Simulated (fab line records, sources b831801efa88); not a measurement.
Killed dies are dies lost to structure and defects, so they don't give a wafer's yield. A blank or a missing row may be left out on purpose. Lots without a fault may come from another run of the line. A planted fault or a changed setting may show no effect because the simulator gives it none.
Which tool did it? | flow gf180mcu | 15 lots, 45 wafers sampled, at 5 steps of a route of 602

WHAT THE GAUGES READ, wafer by wafer
GF_VT_IMPLANT_OVL_MEAS_18. Usual: VT_IMPLANT_01_OVL -1.0 nm, standard deviation 1.3.
lot  | measured     | on         | VT_IMPLANT_01_OVL (nm) | flag
L426 | day 6 08:58  | overlay-01 | -1.5 -1.5 -0.8         |
L427 | day 6 11:31  | overlay-02 | -2.1 -1.9 -2.2         |
L428 | day 6 18:03  | overlay-01 | -1.0 -1.9 0.2          |
L429 | day 7 08:35  | overlay-01 | -2.1 0.2 0.9           |
L430 | day 7 11:09  | overlay-01 | 0.8 -0.6 -0.3          |
L431 | day 7 15:37  | overlay-01 | -1.7 -1.3 -0.9         |
L433 | day 8 04:31  | overlay-02 | -0.3 -2.3 -0.4         |
L434 | day 8 10:24  | overlay-02 | -0.5 -1.4 -0.8         |
L440 | day 9 22:28  | overlay-01 | -0.4 1.4 -0.5          |
L443 | day 10 18:58 | overlay-02 | -0.5 -3.8 -0.1         |
L444 | day 11 00:52 | overlay-01 | -1.2 -2.4 -2.2         |
L445 | day 11 05:36 | overlay-01 | -1.2 -0.4 0.4          |
L446 | day 11 11:34 | overlay-02 | -2.7 -1.7 -2.0         |
L448 | day 11 23:31 | overlay-02 | -2.0 -1.1 -1.0         |
L449 | day 12 07:12 | overlay-02 | -2.4 -4.0 -4.4         |

WHICH TOOL RAN EACH LOT (tool, then ch and the chambers of the sampled wafers, then the start)
lot  | GF_NWELL_STRIP_10                   | GF_MVSD_COAT_02                  | GF_MVSD_STRIP_10                    | GF_MVPSD_STRIP_10
L426 | plasma_asher-01 ch 0,1, day 3 09:08 | litho_track-01 ch 0, day 4 05:23 | plasma_asher-03 ch 0,1, day 4 12:42 | plasma_asher-02 ch 0, day 5 02:59
L427 | plasma_asher-03 ch 0,1, day 3 13:07 | litho_track-02 ch 0, day 4 08:41 | plasma_asher-04 ch 0,1, day 4 16:13 | plasma_asher-04 ch 0,1, day 5 06:43
L428 | plasma_asher-01 ch 0,1, day 3 18:24 | litho_track-01 ch 0, day 4 14:10 | plasma_asher-03 ch 0,1, day 4 21:20 | plasma_asher-01 ch 0,1, day 5 12:23
L429 | plasma_asher-01 ch 0,1, day 4 06:14 | litho_track-01 ch 0, day 5 02:59 | plasma_asher-02 ch 0,1, day 5 10:53 | plasma_asher-04 ch 0,1, day 6 02:02
L430 | plasma_asher-03 ch 0,1, day 4 09:17 | litho_track-01 ch 0, day 5 05:43 | plasma_asher-02 ch 0,1, day 5 13:39 | plasma_asher-04 ch 0,1, day 6 04:29
L431 | plasma_asher-01 ch 0,1, day 4 12:53 | litho_track-01 ch 0, day 5 09:50 | plasma_asher-02 ch 0,1, day 5 17:53 | plasma_asher-04 ch 0,1, day 6 08:56
L433 | plasma_asher-03 ch 0, day 5 01:08   | litho_track-04 ch 0, day 5 21:49 | plasma_asher-04 ch 0,1, day 6 05:53 | plasma_asher-01 ch 0,1, day 6 20:47
L434 | plasma_asher-03 ch 0,1, day 5 04:39 | litho_track-01 ch 0, day 6 02:55 | plasma_asher-04 ch 0,1, day 6 10:53 | plasma_asher-01 ch 0,1, day 7 02:50
L440 | plasma_asher-03 ch 0,1, day 6 12:36 | litho_track-02 ch 0, day 7 11:29 | plasma_asher-03 ch 0, day 7 20:02   | plasma_asher-01 ch 0,1, day 8 12:35
L443 | plasma_asher-01 ch 0,1, day 7 05:54 | litho_track-04 ch 0, day 8 05:35 | plasma_asher-03 ch 0,1, day 8 14:14 | plasma_asher-04 ch 0,1, day 9 07:44
L444 | plasma_asher-03 ch 0,1, day 7 10:29 | litho_track-02 ch 0, day 8 10:44 | plasma_asher-02 ch 0,1, day 8 19:29 | plasma_asher-04 ch 0,1, day 9 13:20
L445 | plasma_asher-01 ch 0,1, day 7 14:53 | litho_track-01 ch 0, day 8 15:25 | plasma_asher-04 ch 0,1, day 9 00:08 | plasma_asher-02 ch 0,1, day 9 17:44
L446 | plasma_asher-01 ch 0,1, day 7 20:08 | litho_track-01 ch 0, day 8 20:19 | plasma_asher-04 ch 0,1, day 9 05:38 | plasma_asher-04 ch 0,1, day 9 23:08
L448 | plasma_asher-01 ch 1, day 8 07:11   | litho_track-02 ch 0, day 9 07:56 | plasma_asher-04 ch 0,1, day 9 16:59 | plasma_asher-02 ch 0,1, day 10 10:47
L449 | plasma_asher-03 ch 0,1, day 8 12:56 | litho_track-04 ch 0, day 9 14:46 | plasma_asher-04 ch 0,1, day 9 23:44 | plasma_asher-01 ch 0,1, day 10 17:23
- GF_NWELL_STRIP_10: strips in O2/N2.
- GF_MVSD_COAT_02: resist thk 3000 nm.
- GF_MVSD_STRIP_10: strips in O2/N2.
- GF_MVPSD_STRIP_10: strips in O2/N2.

WHAT THE TOOLS THEMSELVES READ (means of the sampled wafers that have a number; where no wafer has one, the mark that the record gives instead)
GF_NWELL_STRIP_10. Usual: drypump_motor_current_A 5.5 A, standard deviation 0.52; heater_power_w 337 W, standard deviation 54; oes_product_au 0.723 a.u., standard deviation 0.0047; strip_time_to_endpoint_s 36.99 s, standard deviation 0.092.
lot  | tool            | drypump_motor_current_A (A) | heater_power_w (W) | oes_product_au (a.u.) | strip_time_to_endpoint_s (s) | flag
L426 | plasma_asher-01 | 5.3                         | 374                | 0.721                 | 36.93                        |
L427 | plasma_asher-03 | 5.9                         | 329                | 0.729                 | 37.00                        |
L428 | plasma_asher-01 | 5.4                         | 371                | 0.719                 | 36.94                        |
L429 | plasma_asher-01 | 5.4                         | 364                | 0.724                 | 37.07                        |
L430 | plasma_asher-03 | 5.9                         | 329                | 0.720                 | 36.88                        |
L431 | plasma_asher-01 | 5.1                         | 323                | 0.722                 | 36.99                        |
L433 | plasma_asher-03 | 6.1                         | 318                | 0.724                 | 36.89                        |
L434 | plasma_asher-03 | 5.9                         | 328                | 0.721                 | 36.98                        |
L440 | plasma_asher-03 | 5.7                         | 343                | 0.719                 | 37.05                        |
L443 | plasma_asher-01 | 5.1                         | 320                | 0.721                 | 37.01                        |
L444 | plasma_asher-03 | 5.9                         | 333                | 0.721                 | 37.09                        |
L445 | plasma_asher-01 | 5.4                         | 366                | 0.722                 | 37.11                        |
L446 | plasma_asher-01 | 5.0                         | 320                | 0.725                 | 36.87                        |
L448 | plasma_asher-01 | 4.7                         | 277                | 0.730                 | 36.92                        |
L449 | plasma_asher-03 | 5.7                         | 342                | 0.722                 | 36.94                        |

GF_MVSD_STRIP_10. Usual: drypump_motor_current_A 6.0 A, standard deviation 0.35; heater_power_w 318 W, standard deviation 29; oes_product_au 0.723 a.u., standard deviation 0.0045; strip_time_to_endpoint_s 36.97 s, standard deviation 0.11.
lot  | tool            | drypump_motor_current_A (A) | heater_power_w (W) | oes_product_au (a.u.) | strip_time_to_endpoint_s (s) | flag
L426 | plasma_asher-03 | 5.9                         | 331                | 0.726                 | 36.82                        |
L427 | plasma_asher-04 | 6.3                         | 317                | 0.727                 | 36.92                        |
L428 | plasma_asher-03 | 5.9                         | 329                | 0.725                 | 36.88                        |
L429 | plasma_asher-02 | 6.1                         | 292                | 0.723                 | 36.90                        |
L430 | plasma_asher-02 | 5.9                         | 295                | 0.716                 | 20.28                        | OFF
L431 | plasma_asher-02 | 5.9                         | 297                | 0.714                 | 20.17                        | OFF
L433 | plasma_asher-04 | 6.3                         | 320                | 0.724                 | 37.14                        |
L434 | plasma_asher-04 | 6.1                         | 299                | 0.721                 | 20.28                        | OFF
L440 | plasma_asher-03 | 6.1                         | 323                | 0.721                 | 36.98                        |
L443 | plasma_asher-03 | 5.9                         | 334                | 0.725                 | 37.03                        |
L444 | plasma_asher-02 | 5.9                         | 300                | 0.724                 | 37.02                        |
L445 | plasma_asher-04 | 6.1                         | 296                | 0.723                 | 36.88                        |
L446 | plasma_asher-04 | 6.1                         | 306                | 0.722                 | 37.05                        |
L448 | plasma_asher-04 | 6.2                         | 321                | 0.725                 | 37.03                        |
L449 | plasma_asher-04 | 6.3                         | 321                | 0.720                 | 36.90                        |

GF_MVPSD_STRIP_10. Usual: drypump_motor_current_A 5.9 A, standard deviation 0.52; heater_power_w 314 W, standard deviation 44; oes_product_au 0.722 a.u., standard deviation 0.0051; strip_time_to_endpoint_s 36.92 s, standard deviation 0.11.
lot  | tool            | drypump_motor_current_A (A) | heater_power_w (W) | oes_product_au (a.u.) | strip_time_to_endpoint_s (s) | flag
L426 | plasma_asher-02 | 6.4                         | 289                | 0.725                 | 36.79                        |
L427 | plasma_asher-04 | 6.1                         | 298                | 0.722                 | 36.88                        |
L428 | plasma_asher-01 | 5.3                         | 371                | 0.718                 | 36.99                        |
L429 | plasma_asher-04 | 6.2                         | 319                | 0.723                 | 36.97                        |
L430 | plasma_asher-04 | 6.2                         | 321                | 0.720                 | 36.90                        |
L431 | plasma_asher-04 | 6.1                         | 295                | 0.723                 | 37.02                        |
L433 | plasma_asher-01 | 5.3                         | 367                | 0.730                 | 36.93                        |
L434 | plasma_asher-01 | 5.0                         | 323                | 0.728                 | 36.85                        |
L440 | plasma_asher-01 | 5.3                         | 374                | 0.720                 | 36.85                        |
L443 | plasma_asher-04 | 6.0                         | 300                | 0.722                 | 36.74                        |
L444 | plasma_asher-04 | 6.1                         | 296                | 0.721                 | 37.07                        |
L445 | plasma_asher-02 | 6.2                         | 291                | 0.723                 | 37.04                        |
L446 | plasma_asher-04 | 6.1                         | 298                | 0.723                 | 36.89                        |
L448 | plasma_asher-02 | 6.1                         | 295                | 0.724                 | 36.86                        |
L449 | plasma_asher-01 | 5.4                         | 368                | 0.723                 | 36.84                        |

THE ANSWER, worked out from the rows above alone
Rule: a lot is off if the mean of its wafers that have a number lies more than 3 standard deviations from the usual mean. A lot without any number at a reading at which 4 lots or more have one is off too. The other lots that the step has rows for count as sound. The gauges are gone through in route order, then the tools' own readings, and for those a lot's mean is taken as printed above. The first step at which some lot is off is used, and at that step the reading that is off furthest; a lot without a number counts as furthest.
Off: L430, L431, L434, at GF_MVSD_STRIP_10 (strip_time_to_endpoint_s).
A tool fits if, at that step or a process step before it, it ran every lot that is off, and no sound lot after the first of them. None of those tried fits.

WHAT THE SIMULATOR HAD PUT IN
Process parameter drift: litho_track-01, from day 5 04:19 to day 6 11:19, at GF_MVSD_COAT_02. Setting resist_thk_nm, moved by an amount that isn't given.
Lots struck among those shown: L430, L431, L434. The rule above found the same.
